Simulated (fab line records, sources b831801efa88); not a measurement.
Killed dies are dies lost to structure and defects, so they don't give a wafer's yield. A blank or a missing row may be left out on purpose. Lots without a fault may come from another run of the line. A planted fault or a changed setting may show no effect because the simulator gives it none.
One fault seen from 2 desks | flow gf180mcu | each desk has only its own numbers; what lay behind them comes last

THE TOOL OWNER'S DESK: pvd_sputter-01
The tool's own readings at GF_M3_SPUTTER_04 (material TiN, target thk 50 nm, time 41.7 s): means of the sampled wafers that have a number, for each lot that ran on this tool. A lot is out of limits, marked OUT, if its mean lies more than 4 standard deviations from the usual mean; the brackets give that distance.
Columns: A = cathode_dc_power_W at GF_M3_SPUTTER_04, usual 6500.1 W; B = throttle_valve_pct at GF_M3_SPUTTER_04, usual 30.1 %
lot  | first seen here | A                        | B
L454 | day 21 20:12    | 6500.8                   | 29.5
L455 | day 22 06:25    | 6500.6                   | 28.6
L457 | day 23 01:50    | 5774.3 (-99 or more) OUT | 29.0
L458 | day 23 12:20    | 6015.8 (-99 or more) OUT | 29.4
This desk's finding: out of limits on L457, L458; first on L457, day 23 01:50 (cathode_dc_power_W at GF_M3_SPUTTER_04). In limits: L454, L455.

THE METROLOGY DESK
What the gauges read, lot by lot, whatever tool the lot ran on: means of the sampled wafers that have a number. A lot is out of limits, marked OUT, if its mean lies more than 4 standard deviations from the usual mean; the brackets give that distance.
Columns: A = V1_W_RS at GF_V1_RS_MEAS_24, usual 0.327 ohm/sq
lot  | first seen here | A
L452 | day 18 20:49    | 0.329
L454 | day 19 15:46    | 0.329
L455 | day 20 02:35    | 0.325
L457 | day 20 22:05    | 0.330
L458 | day 21 09:38    | 0.326
L461 | day 22 08:50    | 0.326
L463 | day 23 02:29    | 0.329
L464 | day 23 10:31    | 0.323
L466 | day 24 00:30    | 0.334
L467 | day 24 10:01    | 0.325
L468 | day 24 15:30    | 0.327
L469 | day 24 20:30    | 0.323
L472 | day 25 21:17    | 0.330
This desk's finding: nothing out of limits on any of the 13 lots.

PUT TOGETHER
The tool owner's desk could have raised an alarm at day 23 01:50, on L457, L458.
The metrology desk saw nothing out of limits.
The metrology desk has L457, L458 on record, within its limits.
Of the lots named, all ran GF_M3_SPUTTER_04 on pvd_sputter-01.

WHAT THE SIMULATOR HAD PUT IN
Process parameter drift: pvd_sputter-01, from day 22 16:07 on, at GF_M3_SPUTTER_04. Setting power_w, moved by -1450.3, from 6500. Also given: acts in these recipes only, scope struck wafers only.
Lots struck among those shown: L457, L458.
Hours from the fault's start to each desk's first reading out of limits: the tool owner's desk, 10.
